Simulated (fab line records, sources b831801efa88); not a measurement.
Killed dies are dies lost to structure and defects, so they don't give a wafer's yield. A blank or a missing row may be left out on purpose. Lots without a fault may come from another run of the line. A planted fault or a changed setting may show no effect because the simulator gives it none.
fab line records | flow sky130
record lots=12 wafers=36 last_day=49
route steps=708 shown VIA1@471 METAL2@488 PAD_OPEN@708
lots that met no fault: from a run of the same line without faults
start_h: hours from the record's first day to the start of the lot's first wafer shown | wait_h: hours since the lot's step before | " the same as in the row above | L1.1+2: a row that stands for several wafers | - no value, or no start given | * or withheld: withheld | < > ~ a bound
route shown NAME@n: a module of which the file shows steps, and the number in the route of the first | usual: mean/standard deviation of fault-free wafers | same: alike in all rows | chamber/n: place in a boat | sites: the reading at each site | _std_site: their standard deviation | _edge_site: outer sites' mean less inner sites' | radius_mm: how far each site lies from the wafer's centre | mask NAME#n: copy n | behind: the tool/chamber that last shaped the wafer | hold: why the lot was held/for how many hours/how that ended | device: the transistor (n, p or np) that didn't switch | end of line: the same wafers' tests at the end of the route | a step without rows: its recipe alone | killed: dies lost to structure and defects at the first sort, not the wafer's yield | map: a wafer's dies, x killed, . not, _ none there
set.NAME: the setting as run; set.NAME@STEP: as run at that earlier step | model.NAME: the simulator's own value behind a step, which no gauge read
steps of the route over a sample of lots; a table a step, a row a wafer
services: from which hour (start_h, from the record's first day; less than 0 if before it) a tool's chamber was out of use, for how many hours, and why
## steps
# step SKY_VIA1_OVL_MEAS_13
# usual VIA1_OVL=-1/4.7
# columns lot.wafer tool chamber start_h wait_h VIA1_OVL[nm]
L702.1 overlay-02 - 807.57 0.1 -2
L702.3 " - " " -6
L702.6 " - " " -8
L703.1 overlay-01 - 813.87 0.1 -1
L703.2 " - " " -4
L703.3 " - " " -6
L704.2 overlay-01 - 821.12 0.1 -3
L704.3 " - " " 1
L704.4 " - " " -2
L706.1 overlay-01 - 838.50 0.1 -2
L706.2 " - " " 0
L706.3 " - " " 1
L707.2 overlay-02 - 844.20 0.1 -1
L707.5 " - " " -3
L707.6 " - " " -2
L709.2 overlay-02 - 868.52 0.1 -3
L709.4 " - " " 0
L709.5 " - " " -3
L710.1 overlay-01 - 888.79 0.1 3
L710.2 " - " " -1
L710.4 " - " " 1
L711.1 overlay-02 - 890.47 0.1 2
L711.4 " - " " -3
L711.6 " - " " 7
L712.1 overlay-02 - 894.82 0.1 -1
L712.2 " - " " -6
L712.3 " - " " -1
L713.1 overlay-01 - 901.20 0.1 -1
L713.5 " - " " 6
L713.6 " - " " 3
L714.1 overlay-02 - 901.29 0.1 -7
L714.5 " - " " -4
L714.6 " - " " -7
L719.2 overlay-02 - 932.50 0.1 -1
L719.3 " - " " 0
L719.4 " - " " 1
# step SKY_VIA1_THK_MEAS_23
# recipe thk_meas_gauge=xrf reads=W_of_VIA1_CVD_21
# usual VIA1_W_THK=267/3.7
# columns lot.wafer tool chamber start_h wait_h VIA1_W_THK[nm]
L702.1 film_metro-02 - 808.56 0.1 269
L702.3 " - " " 273
L702.6 " - " " 266
L703.1 film_metro-01 - 814.86 0.1 267
L703.2 " - " " 263
L703.3 " - " " 263
L704.2 film_metro-01 - 822.16 0.1 271
L704.3 " - " " 272
L704.4 " - " " 265
L706.1 film_metro-04 - 839.49 0.1 270
L706.2 " - " " 272
L706.3 " - " " 275
L707.2 film_metro-02 - 845.20 0.1 274
L707.5 " - " " 273
L707.6 " - " " 272
L709.2 film_metro-01 - 869.56 0.1 263
L709.4 " - " " 265
L709.5 " - " " 263
L710.1 film_metro-02 - 889.79 0.1 266
L710.2 " - " " 270
L710.4 " - " " 270
L711.1 film_metro-01 - 891.46 0.1 268
L711.4 " - " " 265
L711.6 " - " " 262
L712.1 film_metro-02 - 895.91 0.1 271
L712.2 " - " " 268
L712.3 " - " " 275
L713.1 film_metro-01 - 902.27 0.1 260
L713.5 " - " " 262
L713.6 " - " " 262
L714.1 film_metro-02 - 902.32 0.1 268
L714.5 " - " " 267
L714.6 " - " " 265
L719.2 film_metro-04 - 933.49 0.1 267
L719.3 " - " " 268
L719.4 " - " " 267
# step SKY_VIA1_CMP_24
# recipe stop_on=SiO2 t_overpolish_s=15 down_force_psi=3.5 platen_rpm=60 target_thk_nm=0 pad_velocity_m_s=0.94248
# usual motor_current_A=10.5/1.2 overpolish_run_s=14.999/0.0094 retaining_ring_pressure_frac=1.000/0.0045 slurry_flow_ml_min=149.9/0.44 t_overpolish_s=15/0 time_to_endpoint_s=64/3.4
# columns lot.wafer tool chamber start_h wait_h motor_current_A overpolish_run_s retaining_ring_pressure_frac slurry_flow_ml_min t_overpolish_s time_to_endpoint_s
L702.1 cmp-02 1 808.62 0.1 9.1 15.002 1.000 149.8 15 68
L702.3 " 3 " " 10.8 14.994 0.996 150.8 15 63
L702.6 " 1 " " 9.0 14.995 1.002 149.5 15 68
L703.1 cmp-01 2 814.92 0.1 11.1 14.999 1.002 149.7 15 67
L703.2 " 0 " " 9.6 14.994 1.005 150.3 15 70
L703.3 " 1 " " 10.7 14.987 0.999 149.4 15 66
L704.2 cmp-02 1 822.21 0.0 9.4 14.999 1.014 149.7 15 63
L704.4 " 2 " " 13.0 15.003 0.999 150.2 15 57
L704.3 " 0 " " 11.4 15.003 0.998 149.9 15 65
L706.2 cmp-02 2 839.60 0.1 12.4 14.996 0.999 149.4 15 60
L706.3 " 3 " " 10.6 14.998 0.991 149.8 15 59
L706.1 " 0 " " 11.4 14.999 1.000 150.2 15 66
L707.2 cmp-01 1 845.35 0.1 11.2 15.004 1.005 149.4 15 66
L707.5 " 3 " " 9.4 15.009 1.000 150.1 15 62
L707.6 " 0 " " 9.9 15.015 0.998 149.6 15 66
L709.2 cmp-01 1 869.61 0.0 11.0 14.989 0.994 150.2 15 61
L709.4 " 0 " " 9.3 15.000 1.006 149.5 15 66
L709.5 " 1 " " 10.2 15.011 0.997 149.6 15 62
L710.4 cmp-01 3 889.85 0.0 9.6 14.993 1.004 150.1 15 64
L710.2 " 0 " " 9.5 15.005 0.999 149.5 15 66
L710.1 " 1 " " 10.3 14.979 0.997 149.4 15 64
L711.1 cmp-01 0 891.62 0.1 9.3 14.997 0.996 150.3 15 68
L711.4 " 1 " " 10.4 15.014 0.992 150.7 15 61
L711.6 " 3 " " 9.5 14.992 1.000 150.4 15 57
L712.3 cmp-01 1 895.97 0.0 11.3 15.016 0.998 149.7 15 64
L712.1 " 3 " " 9.5 14.985 1.002 149.7 15 64
L712.2 " 0 " " 8.7 15.027 1.007 150.2 15 66
L713.1 cmp-02 1 902.43 0.1 9.7 14.995 0.996 150.1 15 65
L713.5 " 3 " " 10.5 15.001 0.996 149.0 15 62
L713.6 " 0 " " 11.1 14.996 1.000 149.8 15 66
L714.1 cmp-02 1 902.78 0.5 9.5 14.996 1.005 150.8 15 64
L714.5 " 2 " " 12.5 15.001 1.002 150.4 15 59
L714.6 " 3 " " 10.4 15.003 1.005 149.6 15 60
L719.3 cmp-01 2 933.54 0.0 10.3 15.008 1.000 150.9 15 63
L719.2 " 0 " " 9.0 17.008 0.997 150.5 17.009 68
L719.4 " 1 " " 10.8 15.003 0.997 149.9 15 65
# step SKY_METAL2_RS_MEAS_05
# recipe thk_meas_gauge=four-point-probe reads=TiN_of_METAL2_SPUTTER_04+Ti_of_METAL2_SPUTTER_03+AlCu_of_METAL2_SPUTTER_02+TiN_of_METAL2_SPUTTER_01+Ti_of_METAL2_SPUTTER_00
# usual METAL2_ALCU_RS=0.1269/0.0015
# columns lot.wafer tool chamber start_h wait_h METAL2_ALCU_RS[ohm/sq]
L702.1 film_metro-04 - 809.06 0.0 0.1276
L702.3 " - " " 0.1278
L702.6 " - " " 0.1279
L703.1 film_metro-03 - 815.36 0.0 0.1251
L703.2 " - " " 0.1238
L703.3 " - " " 0.1242
L704.2 film_metro-04 - 822.67 0.0 0.1257
L704.3 " - " " 0.1276
L704.4 " - " " 0.1274
L706.1 film_metro-03 - 839.99 0.0 0.1287
L706.2 " - " " 0.1284
L706.3 " - " " 0.1272
L707.2 film_metro-02 - 845.71 0.0 0.1263
L707.5 " - " " 0.1253
L707.6 " - " " 0.1265
L709.2 film_metro-04 - 870.07 0.0 0.1282
L709.4 " - " " 0.1274
L709.5 " - " " 0.1277
L710.1 film_metro-03 - 890.29 0.0 0.1268
L710.2 " - " " 0.1263
L710.4 " - " " 0.1269
L711.1 film_metro-04 - 891.96 0.0 0.1259
L711.4 " - " " 0.1260
L711.6 " - " " 0.1267
L712.1 film_metro-02 - 896.41 0.0 0.1260
L712.2 " - " " 0.1274
L712.3 " - " " 0.1263
L713.1 film_metro-03 - 902.77 0.0 0.1304
L713.5 " - " " 0.1295
L713.6 " - " " 0.1290
L714.1 film_metro-02 - 903.07 0.0 0.1257
L714.5 " - " " 0.1244
L714.6 " - " " 0.1255
L719.2 film_metro-03 - 934.00 0.0 0.1264
L719.3 " - " " 0.1258
L719.4 " - " " 0.1255
# step SKY_PAD_OPEN_PROBE_99
# usual defect_limited_yield=82.3/2.2 killed_at_M0_to_M3=43/7.3 killed_at_M4_up=3.2/1.9 killed_at_contacts=25/5.4 killed_at_front_end=16/4.4 killed_at_other=0.4/0.66 killed_dies=87/11 killed_open=48/7.9 killed_short=39/6.5 sort_bin_3_pad_short=0.8/0.43 sort_bin_5_function=10.5/1.6 sort_bin_6_memory=6.4/1.2 sort_n_pass=405/11 sort_yield_pct=82.3/2.2
# same gross_dies=492 killed_at_back_side=0 sort_bin_4_leakage[%]=0 sort_bin_8_speed[%]=0
# columns lot.wafer tool chamber start_h wait_h defect_limited_yield[%] killed_at_M0_to_M3 killed_at_M4_up killed_at_contacts killed_at_front_end killed_at_other killed_dies killed_open killed_short sort_bin_3_pad_short[%] sort_bin_5_function[%] sort_bin_6_memory[%] sort_n_pass sort_yield_pct[%]
L702.1 prober-02 - 1090.82 0.1 79.3 49 6 27 20 0 102 54 47 0.6 11.0 9.1 390 79.3
L702.3 prober-02 - 1090.92 0.2 82.5 47 5 19 15 0 86 42 44 1.6 10.8 5.1 406 82.5
L702.6 prober-02 - 1091.07 0.2 79.3 57 4 29 12 0 102 55 45 0.8 12.8 7.1 390 79.3
L703.1 prober-01 - 1096.60 0.1 81.7 41 1 25 23 0 90 50 40 0.6 12.0 5.7 402 81.7
L703.2 prober-01 - 1096.65 0.1 80.9 55 6 20 13 0 94 46 48 1.0 12.4 5.7 398 80.9
L703.3 prober-01 - 1096.70 0.2 83.3 39 4 21 18 0 82 47 35 1.0 10.6 5.1 410 83.3
L704.2 prober-02 - 1102.83 0.1 82.3 37 4 26 20 0 87 54 33 1.2 9.3 7.1 405 82.3
L704.3 prober-02 - 1102.88 0.2 83.1 31 5 32 15 0 83 50 33 0.8 8.9 7.1 409 83.1
L704.4 prober-02 - 1102.93 0.2 85.8 31 5 15 18 1 70 30 40 0.4 9.3 4.5 422 85.8
L706.1 prober-01 - 1115.62 0.1 81.3 49 1 26 16 0 92 54 38 0.6 11.8 6.3 400 81.3
L706.2 prober-01 - 1115.67 0.1 85.4 35 1 25 10 1 72 36 34 1.2 6.9 6.5 420 85.4
L706.3 prober-01 - 1115.72 0.2 81.7 45 3 21 21 0 90 47 42 0.8 10.8 6.7 402 81.7
L707.2 prober-02 - 1118.92 0.1 84.8 33 5 25 12 0 75 46 29 0.6 8.9 5.7 417 84.8
L707.5 prober-02 - 1119.07 0.2 79.5 41 2 39 19 0 101 59 42 1.8 12.2 6.5 391 79.5
L707.6 prober-02 - 1119.12 0.2 80.5 41 3 35 16 1 96 58 38 0.4 11.6 7.5 396 80.5
L709.2 prober-01 - 1140.47 0.1 80.9 43 3 31 17 0 94 63 31 1.0 12.8 5.3 398 80.9
L709.4 prober-01 - 1140.57 0.2 78.7 56 6 28 15 0 105 56 49 1.2 12.4 7.7 387 78.7
L709.5 prober-01 - 1140.62 0.2 83.5 43 2 17 19 0 81 47 34 0 10.0 6.5 411 83.5
L710.1 prober-02 - 1155.27 0.1 82.3 47 4 18 18 0 87 53 31 0.4 10.4 6.9 405 82.3
L710.2 prober-02 - 1155.32 0.1 79.5 58 4 16 22 1 101 63 38 1.0 12.0 7.5 391 79.5
L710.4 prober-02 - 1155.42 0.2 84.8 43 4 11 17 0 75 33 40 1.6 8.7 4.9 417 84.8
L711.1 prober-01 - 1156.22 0.1 80.7 44 5 29 17 0 95 59 36 0.2 12.6 6.5 397 80.7
L711.4 prober-01 - 1156.37 0.2 82.7 50 2 16 16 1 85 49 36 0.8 11.4 5.1 407 82.7
L711.6 prober-01 - 1156.47 0.2 80.9 43 3 19 28 1 94 44 50 0.8 12.2 6.1 398 80.9
L712.1 prober-02 - 1159.77 0.1 81.1 48 4 24 15 2 93 55 37 1.2 11.0 6.7 399 81.1
L712.2 prober-02 - 1159.82 0.1 81.3 47 0 29 15 1 92 45 47 0.4 10.6 7.7 400 81.3
L712.3 prober-02 - 1159.87 0.2 80.3 43 4 27 23 0 97 57 40 0.4 13.2 6.1 395 80.3
L713.1 prober-01 - 1165.02 0.1 83.1 39 1 26 16 1 83 47 36 0.6 10.8 5.5 409 83.1
L713.5 prober-01 - 1165.22 0.2 83.3 38 6 22 15 1 82 35 43 0.6 7.5 8.5 410 83.3
L713.6 prober-01 - 1165.27 0.2 84.1 37 3 28 10 0 78 47 31 0.2 9.1 6.5 414 84.1
L714.1 prober-02 - 1165.50 0.1 82.9 41 3 25 15 0 84 44 40 0.2 10.8 6.1 408 82.9
L714.5 prober-02 - 1165.70 0.2 85.0 34 0 23 17 0 74 39 35 0.8 9.1 5.1 418 85.0
L714.6 prober-02 - 1165.75 0.2 86.8 29 4 25 7 0 65 35 30 0.4 8.3 4.5 427 86.8
L719.2 prober-01 - 1185.54 0.1 84.8 33 3 23 16 0 75 40 33 1.0 8.9 5.3 417 84.8
L719.3 prober-01 - 1185.59 0.2 81.9 26 6 34 23 0 89 51 38 0.4 11.0 6.7 403 81.9
L719.4 prober-01 - 1185.64 0.2 83.9 36 0 33 10 0 79 34 44 1.4 10.0 4.7 413 83.9
# killed by level:class
L702.1 CONTACT:geometric_particle:open=11 VIA1:geometric_particle:open=10 METAL2:geometric_particle:short=9 METAL1:geometric_particle:short=8 VIA2:geometric_particle:open=8 LI_CONTACT:geometric_particle:open=7 FIELD_ISO:geometric_particle:short=6 VIA1:geometric_particle:short=5
L702.3 VIA1:geometric_particle:open=9 CONTACT:geometric_particle:open=8 VIA3:geometric_particle:open=8 METAL1:geometric_particle:short=7 VIA1:geometric_particle:short=7 FIELD_ISO:geometric_particle:open=6 FIELD_ISO:geometric_particle:short=6 CONTACT:geometric_particle:short=5
L702.6 VIA3:geometric_particle:open=11 VIA2:geometric_particle:open=11 CONTACT:geometric_particle:open=9 LI_CONTACT:geometric_particle:open=7 CONTACT:geometric_particle:short=7 VIA2:geometric_particle:short=7 VIA1:geometric_particle:open=7 FIELD_ISO:geometric_particle:open=6
L703.1 VIA1:geometric_particle:open=13 CONTACT:geometric_particle:open=9 LI_CONTACT:geometric_particle:open=8 VIA1:geometric_particle:short=7 FIELD_ISO:geometric_particle:short=6 POLY_GATE:geometric_particle:open=6 POLY_GATE:geometric_particle:short=6 VIA2:geometric_particle:open=6
L703.2 VIA1:geometric_particle:open=15 VIA3:geometric_particle:open=8 VIA3:geometric_particle:short=7 LI_CONTACT:geometric_particle:open=6 CONTACT:geometric_particle:open=6 METAL2:geometric_particle:short=6 METAL1:geometric_particle:short=5 METAL4:geometric_particle:short=5
L703.3 VIA1:geometric_particle:open=11 POLY_GATE:geometric_particle:open=7 LOCAL_INTERCONNECT:geometric_particle:short=7 CONTACT:geometric_particle:open=7 VIA3:geometric_particle:open=6 VIA1:geometric_particle:short=6 POLY_GATE:geometric_particle:short=4 LI_CONTACT:geometric_particle:open=4
L704.2 LI_CONTACT:geometric_particle:open=11 VIA2:geometric_particle:open=10 VIA1:geometric_particle:open=8 POLY_GATE:geometric_particle:open=6 CONTACT:geometric_particle:open=6 FIELD_ISO:geometric_particle:open=5 VIA3:geometric_particle:short=5 POLY_GATE:geometric_particle:short=4
L704.3 VIA2:geometric_particle:open=11 LI_CONTACT:geometric_particle:open=9 CONTACT:geometric_particle:open=7 LOCAL_INTERCONNECT:geometric_particle:short=6 CONTACT:geometric_particle:short=6 VIA1:geometric_particle:open=6 VIA3:geometric_particle:open=4 FIELD_ISO:geometric_particle:short=3
L704.4 POLY_GATE:geometric_particle:short=6 LOCAL_INTERCONNECT:geometric_particle:short=6 VIA1:geometric_particle:short=6 POLY_GATE:geometric_particle:open=5 METAL2:geometric_particle:short=5 VIA2:geometric_particle:open=5 METAL4:geometric_particle:short=4 LI_CONTACT:geometric_particle:open=3
L706.1 VIA1:geometric_particle:open=13 LI_CONTACT:geometric_particle:open=11 VIA1:geometric_particle:short=7 VIA3:geometric_particle:open=7 CONTACT:geometric_particle:open=6 FIELD_ISO:geometric_particle:short=5 METAL1:geometric_particle:short=5 METAL2:geometric_particle:open=5
L706.2 VIA1:geometric_particle:open=11 LI_CONTACT:geometric_particle:open=8 CONTACT:geometric_particle:short=6 VIA2:geometric_particle:open=6 LI_CONTACT:geometric_particle:short=4 POLY_GATE:geometric_particle:short=3 LOCAL_INTERCONNECT:geometric_particle:short=3 CONTACT:geometric_particle:open=3
L706.3 VIA1:geometric_particle:open=10 FIELD_ISO:geometric_particle:open=7 CONTACT:geometric_particle:open=7 VIA2:geometric_particle:open=6 VIA1:geometric_particle:short=6 FIELD_ISO:geometric_particle:short=5 LOCAL_INTERCONNECT:geometric_particle:short=5 VIA3:geometric_particle:open=5
L707.2 CONTACT:geometric_particle:open=12 VIA1:geometric_particle:open=7 VIA3:geometric_particle:open=6 LI_CONTACT:geometric_particle:short=5 METAL1:geometric_particle:short=5 VIA1:geometric_particle:short=5 FIELD_ISO:geometric_particle:short=4 LI_CONTACT:geometric_particle:open=4
L707.5 LI_CONTACT:geometric_particle:open=13 CONTACT:geometric_particle:open=9 VIA1:geometric_particle:open=9 FIELD_ISO:geometric_particle:open=8 VIA2:geometric_particle:open=8 CONTACT:geometric_particle:short=7 LOCAL_INTERCONNECT:geometric_particle:short=5 VIA1:geometric_particle:short=5
L707.6 LI_CONTACT:geometric_particle:open=15 VIA1:geometric_particle:open=9 VIA3:geometric_particle:open=8 CONTACT:geometric_particle:short=7 CONTACT:geometric_particle:open=7 METAL1:geometric_particle:short=6 FIELD_ISO:geometric_particle:open=5 POLY_GATE:geometric_particle:open=4
L709.2 VIA1:geometric_particle:open=12 VIA2:geometric_particle:open=11 CONTACT:geometric_particle:open=9 VIA3:geometric_particle:open=8 LI_CONTACT:geometric_particle:open=7 LOCAL_INTERCONNECT:geometric_particle:short=6 FIELD_ISO:geometric_particle:short=5 CONTACT:geometric_particle:short=5
L709.4 VIA1:geometric_particle:open=14 CONTACT:geometric_particle:open=11 VIA1:geometric_particle:short=8 VIA3:geometric_particle:open=8 LI_CONTACT:geometric_particle:open=7 LOCAL_INTERCONNECT:geometric_particle:short=6 VIA2:geometric_particle:open=6 METAL4:geometric_particle:short=6
L709.5 VIA1:geometric_particle:open=14 CONTACT:geometric_particle:open=9 VIA2:geometric_particle:open=7 FIELD_ISO:geometric_particle:open=5 POLY_GATE:geometric_particle:open=5 FIELD_ISO:geometric_particle:short=4 POLY_GATE:geometric_particle:short=4 METAL1:geometric_particle:short=4
L710.1 VIA1:geometric_particle:open=12 VIA2:geometric_particle:open=9 CONTACT:geometric_particle:open=8 VIA3:geometric_particle:open=8 FIELD_ISO:geometric_particle:open=7 FIELD_ISO:geometric_particle:short=5 VIA1:geometric_particle:short=4 LI_CONTACT:geometric_particle:open=4
L710.2 VIA1:geometric_particle:open=17 VIA3:geometric_particle:open=9 POLY_GATE:geometric_particle:open=8 LI_CONTACT:geometric_particle:open=8 VIA1:geometric_particle:short=8 VIA2:geometric_particle:open=7 POLY_GATE:geometric_particle:short=6 FIELD_ISO:geometric_particle:short=4
L710.4 FIELD_ISO:geometric_particle:open=7 METAL1:geometric_particle:short=7 FIELD_ISO:geometric_particle:short=6 VIA1:geometric_particle:open=5 VIA2:geometric_particle:open=5 VIA3:geometric_particle:open=5 METAL4:geometric_particle:short=4 CONTACT:geometric_particle:short=4
L711.1 VIA1:geometric_particle:open=13 CONTACT:geometric_particle:open=12 LI_CONTACT:geometric_particle:open=11 FIELD_ISO:geometric_particle:open=5 VIA3:geometric_particle:short=5 METAL4:geometric_particle:short=5 FIELD_ISO:geometric_particle:short=4 METAL2:geometric_particle:short=4
L711.4 VIA1:geometric_particle:open=13 VIA2:geometric_particle:open=7 FIELD_ISO:geometric_particle:open=6 METAL2:geometric_particle:short=6 VIA3:geometric_particle:open=6 FIELD_ISO:geometric_particle:short=5 CONTACT:geometric_particle:open=4 METAL1:geometric_particle:short=4
L711.6 FIELD_ISO:geometric_particle:open=8 VIA1:geometric_particle:short=7 FIELD_ISO:geometric_particle:short=6 LI_CONTACT:geometric_particle:open=6 METAL2:geometric_particle:short=6 CONTACT:geometric_particle:open=5 VIA3:geometric_particle:short=5 METAL1:geometric_particle:short=5
L712.1 VIA3:geometric_particle:open=10 VIA1:geometric_particle:open=9 LI_CONTACT:geometric_particle:open=8 CONTACT:geometric_particle:open=8 VIA2:geometric_particle:open=8 FIELD_ISO:geometric_particle:open=7 FIELD_ISO:geometric_particle:short=5 LOCAL_INTERCONNECT:geometric_particle:short=5
L712.2 FIELD_ISO:geometric_particle:short=10 CONTACT:geometric_particle:open=10 VIA1:geometric_particle:open=9 CONTACT:geometric_particle:short=8 VIA3:geometric_particle:open=8 LI_CONTACT:geometric_particle:open=6 METAL1:geometric_particle:short=6 VIA2:geometric_particle:open=5
L712.3 VIA1:geometric_particle:open=11 CONTACT:geometric_particle:open=10 FIELD_ISO:geometric_particle:open=9 VIA3:geometric_particle:open=8 FIELD_ISO:geometric_particle:short=7 LI_CONTACT:geometric_particle:open=7 CONTACT:geometric_particle:short=6 VIA1:geometric_particle:short=6
L713.1 LI_CONTACT:geometric_particle:open=9 CONTACT:geometric_particle:open=8 VIA1:geometric_particle:open=8 METAL2:geometric_particle:short=7 POLY_GATE:geometric_particle:open=7 METAL1:geometric_particle:short=5 FIELD_ISO:geometric_particle:open=4 VIA2:geometric_particle:open=4
L713.5 METAL2:geometric_particle:short=9 CONTACT:geometric_particle:open=9 CONTACT:geometric_particle:short=7 VIA1:geometric_particle:open=7 FIELD_ISO:geometric_particle:open=6 VIA3:geometric_particle:open=6 METAL1:geometric_particle:short=4 VIA2:geometric_particle:open=4
L713.6 CONTACT:geometric_particle:open=13 VIA1:geometric_particle:open=10 LI_CONTACT:geometric_particle:open=9 VIA1:geometric_particle:short=6 METAL2:geometric_particle:short=5 FIELD_ISO:geometric_particle:short=4 VIA2:geometric_particle:short=4 VIA3:geometric_particle:open=4
L714.1 VIA2:geometric_particle:open=8 LI_CONTACT:geometric_particle:open=7 VIA1:geometric_particle:open=6 VIA3:geometric_particle:open=6 POLY_GATE:geometric_particle:open=5 LI_CONTACT:geometric_particle:short=5 METAL2:geometric_particle:short=5 CONTACT:geometric_particle:short=5
L714.5 LI_CONTACT:geometric_particle:open=7 CONTACT:geometric_particle:open=7 VIA1:geometric_particle:open=7 POLY_GATE:geometric_particle:short=6 VIA1:geometric_particle:short=5 VIA3:geometric_particle:open=5 VIA2:geometric_particle:open=5 LOCAL_INTERCONNECT:geometric_particle:short=4
L714.6 CONTACT:geometric_particle:open=10 LI_CONTACT:geometric_particle:open=7 VIA3:geometric_particle:open=6 CONTACT:geometric_particle:short=5 METAL1:geometric_particle:short=4 METAL3:geometric_particle:short=4 LOCAL_INTERCONNECT:geometric_particle:short=3 VIA1:geometric_particle:open=3
L719.2 CONTACT:geometric_particle:open=7 VIA1:geometric_particle:open=7 VIA3:geometric_particle:open=6 POLY_GATE:geometric_particle:short=5 LI_CONTACT:geometric_particle:open=5 LOCAL_INTERCONNECT:geometric_particle:short=5 VIA2:geometric_particle:short=5 CONTACT:geometric_particle:short=4
L719.3 CONTACT:geometric_particle:open=13 LI_CONTACT:geometric_particle:open=11 VIA1:geometric_particle:open=6 CONTACT:geometric_particle:short=5 METAL4:geometric_particle:short=5 VIA3:geometric_particle:open=5 FIELD_ISO:geometric_particle:short=4 POLY_GATE:geometric_particle:short=4
L719.4 CONTACT:geometric_particle:short=13 LI_CONTACT:geometric_particle:open=9 METAL2:geometric_particle:short=6 LOCAL_INTERCONNECT:geometric_particle:short=6 CONTACT:geometric_particle:open=5 METAL1:geometric_particle:short=5 VIA1:geometric_particle:open=5 VIA2:geometric_particle:short=5
## services
# columns tool chamber start_h hours kind
cmp-02 - 801.89 5.1 repair
cmp-01 - 820.14 0.9 repair
cmp-01 - 820.98 0.3 repair
cmp-01 - 839.81 2.3 repair
cmp-02 - 842.43 0.9 repair
cmp-01 - 856.67 0.2 repair
cmp-01 - 858.48 1.2 repair
cmp-02 - 865.20 0.8 repair
cmp-01 - 902.00 2.3 repair
cmp-02 - 909.80 6.0 pm
cmp-02 - 915.81 4.0 pm
cmp-02 - 919.81 - consumable_replace:conditioner
cmp-02 - 919.81 - consumable_replace:pad
## key
first_sign step=SKY_VIA1_CMP_24 reading=t_overpolish_s direction=up sigmas=99+ usual=15 struck=17.009
effect step=SKY_VIA1_CMP_24 reading=overpolish_run_s direction=up sigmas=99+ usual=14.999 struck=17.008
met_at SKY_VIA1_CMP_24
struck_lots L719
struck_wafers L719.2
not_acting_at SKY_VIA1_OVL_MEAS_13,SKY_VIA1_THK_MEAS_23,SKY_METAL2_RS_MEAS_05
onset_between 895.97 933.54
fault kind=process_parameter_drift tool=cmp-01 chamber=0 onset_h=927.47 steps=SKY_VIA1_CMP_24 channel=t_overpolish_s offset=2.0086 shape=step end_h=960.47 acts_in=these_recipes_only stated=15
